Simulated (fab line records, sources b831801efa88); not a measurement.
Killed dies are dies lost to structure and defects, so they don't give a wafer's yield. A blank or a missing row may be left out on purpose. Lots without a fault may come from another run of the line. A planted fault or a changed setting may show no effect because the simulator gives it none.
fab line records | flow gf180mcu | part 2 of 2: steps 25 to 33 of 33
record lots=5 wafers=15 last_day=33
route steps=602 shown M1@320 V1@335
lots that met no fault: from a run of the same line without faults
start_h: hours from the record's first day to the start of the lot's first wafer shown | wait_h: hours since the lot's step before | " the same as in the row above | L1.1+2: a row that stands for several wafers | - no value, or no start given | * or withheld: withheld | < > ~ a bound
route shown NAME@n: a module of which the file shows steps, and the number in the route of the first | usual: mean/standard deviation of fault-free wafers | same: alike in all rows | chamber/n: place in a boat | sites: the reading at each site | _std_site: their standard deviation | _edge_site: outer sites' mean less inner sites' | radius_mm: how far each site lies from the wafer's centre | mask NAME#n: copy n | behind: the tool/chamber that last shaped the wafer | hold: why the lot was held/for how many hours/how that ended | device: the transistor (n, p or np) that didn't switch | end of line: the same wafers' tests at the end of the route | a step without rows: its recipe alone | killed: dies lost to structure and defects at the first sort, not the wafer's yield | map: a wafer's dies, x killed, . not, _ none there
set.NAME: the setting as run; set.NAME@STEP: as run at that earlier step | model.NAME: the simulator's own value behind a step, which no gauge read
lots at some steps of the route; a table a step, a row a wafer
services: from which hour (start_h, from the record's first day; less than 0 if before it) a tool's chamber was out of use, for how many hours, and why
## steps
# step GF_V1_COAT_09
# recipe resist=KrF spin_rpm=withheld resist_thk_nm=1000
# usual exhaust_pa=44.8/0.99
# columns lot.wafer tool chamber start_h wait_h exhaust_pa
L074.2 litho_track-02 0 - - 44.1
L074.3 " 0 " " 45.1
L074.4 " 0 " " 45.7
L078.4 litho_track-01 0 - - 43.8
L078.5 " 0 " " 43.5
L078.6 " 0 " " 44.3
L081.2 litho_track-01 0 - - 47.3
L081.5 " 0 " " 45.5
L081.6 " 0 " " 44.9
L092.1 litho_track-03 0 - - 46.1
L092.3 " 0 " " 45.1
L092.6 " 0 " " 46.6
L095.2 litho_track-03 0 - - 45.9
L095.4 " 0 " " 44.8
L095.6 " 0 " " 45.7
# step GF_V1_SOFTBAKE_10
# recipe temp_c=130 time_s=60 resist=KrF
# usual exhaust_pa=45.0/0.9 plate_temp_C=129.99/0.13
# columns lot.wafer tool chamber start_h wait_h exhaust_pa plate_temp_C
L074.2 litho_track-02 0 - - 44.6 129.88
L074.3 " 0 " " 46.0 130.12
L074.4 " 0 " " 44.2 130.10
L078.4 litho_track-01 0 - - 44.5 129.87
L078.5 " 0 " " 45.1 129.92
L078.6 " 0 " " 45.0 130.17
L081.2 litho_track-01 0 - - 46.3 129.78
L081.5 " 0 " " 44.7 129.97
L081.6 " 0 " " 46.4 129.81
L092.1 litho_track-03 0 - - 44.4 129.82
L092.3 " 0 " " 45.6 129.92
L092.6 " 0 " " 43.9 129.95
L095.2 litho_track-03 0 - - 46.2 130.04
L095.4 " 0 " " 44.8 129.94
L095.6 " 0 " " 45.1 130.01
# step GF_V1_EXPOSE_11
# recipe mask_id=Via1 target_cd_nm=260 na=0.68 source_shape=conventional sigma_outer=0.6 dose_mj=38
# usual exposure_dose_mJ_cm2=38.00/0.038 focus_offset_nm=0.0/0.6
# columns lot.wafer tool chamber start_h wait_h mask exposure_dose_mJ_cm2 focus_offset_nm
L074.2 krf_scanner-02 0 - - Via1#0 38.02 0.2
L074.3 " 0 " " Via1#0 38.01 -0.4
L074.4 " 0 " " Via1#0 37.98 0.0
L078.4 krf_scanner-02 0 - - Via1#0 37.99 0.8
L078.5 " 0 " " Via1#0 37.98 0.5
L078.6 " 0 " " Via1#0 37.99 0.3
L081.2 krf_scanner-01 0 - - Via1#0 37.94 -0.4
L081.5 " 0 " " Via1#0 37.95 -0.2
L081.6 " 0 " " Via1#0 37.95 -0.9
L092.1 krf_scanner-01 0 - - Via1#0 38.06 -0.9
L092.3 " 0 " " Via1#0 37.99 -1.7
L092.6 " 0 " " Via1#0 38.01 -0.7
L095.2 krf_scanner-01 0 - - Via1#0 37.92 -0.1
L095.4 " 0 " " Via1#0 37.94 -0.1
L095.6 " 0 " " Via1#0 37.98 -0.3
# step GF_V1_PEB_12
# recipe peb_temp_c=135 peb_time_s=90 resist=KrF
# usual exhaust_pa=45.1/0.94 plate_temp_C=134.98/0.13
# columns lot.wafer tool chamber start_h wait_h exhaust_pa plate_temp_C
L074.2 litho_track-02 0 - - 44.8 135.19
L074.3 " 0 " " 44.5 135.00
L074.4 " 0 " " 45.3 135.06
L078.4 litho_track-02 0 - - 46.1 134.91
L078.5 " 0 " " 46.6 135.00
L078.6 " 0 " " 45.9 134.92
L081.2 litho_track-01 0 - - 44.7 134.99
L081.5 " 0 " " 45.2 135.21
L081.6 " 0 " " 44.2 135.09
L092.1 litho_track-01 0 - - 45.9 135.02
L092.3 " 0 " " 44.9 135.10
L092.6 " 0 " " 46.0 134.87
L095.2 litho_track-02 0 - - 43.4 135.03
L095.4 " 0 " " 44.4 134.86
L095.6 " 0 " " 44.0 134.88
# step GF_V1_DEVELOP_13
# recipe develop_time_s=60 resist=KrF dev_temp_c=21
# usual exhaust_pa=44.8/0.86
# columns lot.wafer tool chamber start_h wait_h exhaust_pa
L074.2 litho_track-02 0 408.37 0.2 45.2
L074.3 " 0 " " 44.4
L074.4 " 0 " " 44.5
L078.4 litho_track-02 0 451.37 0.1 43.9
L078.5 " 0 " " 45.1
L078.6 " 0 " " 45.6
L081.2 litho_track-01 0 474.09 0.2 45.3
L081.5 " 0 " " 46.0
L081.6 " 0 " " 44.8
L092.1 litho_track-01 0 562.66 0.2 44.9
L092.3 " 0 " " 45.4
L092.6 " 0 " " 44.5
L095.2 litho_track-02 0 582.62 0.2 44.1
L095.4 " 0 " " 44.3
L095.6 " 0 " " 46.3
# step GF_V1_CD_MEAS_14
# recipe target_cd_nm=260
# usual cd_nm=259.7/1.3
# columns lot.wafer tool chamber start_h wait_h cd_nm
L074.2 cd_sem-01 - 408.52 0.1 260.5
L074.3 " - " " 259.3
L074.4 " - " " 260.5
L078.4 cd_sem-01 - 451.51 0.1 259.7
L078.5 " - " " 260.5
L078.6 " - " " 258.1
L081.2 cd_sem-01 - 474.24 0.1 260.2
L081.5 " - " " 260.0
L081.6 " - " " 260.3
L092.1 cd_sem-02 - 562.81 0.1 259.1
L092.3 " - " " 258.9
L092.6 " - " " 258.1
L095.2 cd_sem-01 - 582.77 0.1 260.3
L095.4 " - " " 259.7
L095.6 " - " " 261.1
# step GF_V1_OVL_MEAS_15
# usual V1_OVL=-5/5.2
# columns lot.wafer tool chamber start_h wait_h V1_OVL[nm]
L074.2 overlay-01 - 408.62 0.1 6
L074.3 " - " " -1
L074.4 " - " " -6
L078.4 overlay-01 - 451.59 0.1 -9
L078.5 " - " " -13
L078.6 " - " " -14
L081.2 overlay-01 - 474.34 0.1 -15
L081.5 " - " " -13
L081.6 " - " " -15
L092.1 overlay-01 - 562.93 0.1 -5
L092.3 " - " " -10
L092.6 " - " " -5
L095.2 overlay-02 - 582.87 0.1 -7
L095.4 " - " " -5
L095.6 " - " " -11
# step GF_V1_ETCH_16
# recipe chemistry=N2/H2 target_depth_a=withheld overetch_a=withheld time_s=withheld target=BARC ion_energy_ev=200 source_w=500 bias_w=100 pressure_mtorr=30 n2_flow_sccm=100 h2_flow_sccm=200
# usual bias_w=99.99/0.27 drypump_motor_current_A=5.8/0.52 oes_product_au=0.854/0.0045 throttle_valve_pct=13.223/0.0089
# columns lot.wafer tool chamber start_h wait_h bias_w drypump_motor_current_A oes_product_au throttle_valve_pct
L074.2 rie_diel-02 1 408.65 0.0 100.09 5.8 0.860 13.213
L074.3 " 0 " " 100.01 5.5 0.849 13.214
L074.4 " 3 " " 99.66 5.9 0.863 13.232
L078.4 rie_diel-03 2 451.60 0.0 99.92 5.3 0.860 13.218
L078.5 " 1 " " 99.73 5.6 0.858 13.228
L078.6 " 0 " " 100.05 6.4 0.855 13.222
L081.2 rie_diel-03 0 474.37 0.0 100.21 6.4 0.854 13.231
L081.5 " 1 " " 100.09 5.6 0.856 13.211
L081.6 " 2 " " 99.75 5.3 0.848 13.221
L092.1 rie_diel-03 1 562.97 0.0 100.17 5.6 0.856 13.226
L092.3 " 0 " " 99.99 6.4 0.849 13.219
L092.6 " 0 " " 99.81 6.4 0.851 13.234
L095.2 rie_diel-03 1 582.90 0.0 100.08 5.6 0.861 13.225
L095.4 " 2 " " 99.92 5.3 0.848 13.226
L095.6 " 3 " " 100.15 6.8 0.851 13.213
# step GF_V1_ETCH_17
# recipe chemistry=C4F8/O2/Ar mask_material=KrF target=SiO2 stop_on=TiN source_w=1500 bias_w=1200 pressure_mtorr=40 c4f8_flow_sccm=withheld O2_flow_sccm=6 Ar_flow_sccm=300 time_s=withheld target_depth_a=6300
# usual bias_w=1199/3.7 oes_product_au=0.856/0.0044
# columns lot.wafer tool chamber start_h wait_h bias_w oes_product_au
L074.2 rie_diel-02 1 - - 1195 0.848
L074.3 " 0 " " 1203 0.857
L074.4 " 3 " " 1202 0.859
L078.4 rie_diel-03 2 - - 1191 0.855
L078.5 " 1 " " 1198 0.856
L078.6 " 0 " " 1196 0.854
L081.2 rie_diel-03 0 - - 1197 0.858
L081.5 " 1 " " 1199 0.859
L081.6 " 2 " " 1203 0.862
L092.1 rie_diel-03 1 - - 1201 0.856
L092.3 " 0 " " 1203 0.852
L092.6 " 0 " " 1199 0.859
L095.2 rie_diel-03 1 - - 1199 0.854
L095.4 " 2 " " 1202 0.856
L095.6 " 3 " " 1199 0.856
## services
# columns tool chamber start_h hours kind
krf_scanner-01 - 350.28 1.3 pm
krf_scanner-01 - 353.60 1.3 repair
cmp-01 - 356.50 4.5 pm
krf_scanner-01 - 363.78 0.8 pm
krf_scanner-01 - 373.53 9.6 repair
krf_scanner-02 - 385.48 4.4 pm
krf_scanner-02 - 400.47 0.8 pm
krf_scanner-01 - 402.06 0.7 repair
krf_scanner-02 - 406.70 1.0 pm
rie_diel-03 2 408.96 15.1 repair
krf_scanner-01 - 418.95 1.0 pm
rie_diel-03 1 446.62 3.8 repair
krf_scanner-02 - 446.88 1.0 repair
krf_scanner-02 - 476.94 0.1 repair
rie_diel-03 2 487.96 10.2 repair
krf_scanner-02 - 495.52 1.3 pm
krf_scanner-01 - 506.25 0.3 repair
krf_scanner-01 - 512.37 4.4 pm
krf_scanner-01 - 526.18 1.3 pm
krf_scanner-01 - 532.58 0.8 pm
hdpcvd-01 0 538.87 3.5 repair
krf_scanner-02 - 569.27 0.8 pm
krf_scanner-01 - 575.02 0.5 repair
krf_scanner-02 - 575.70 1.0 pm
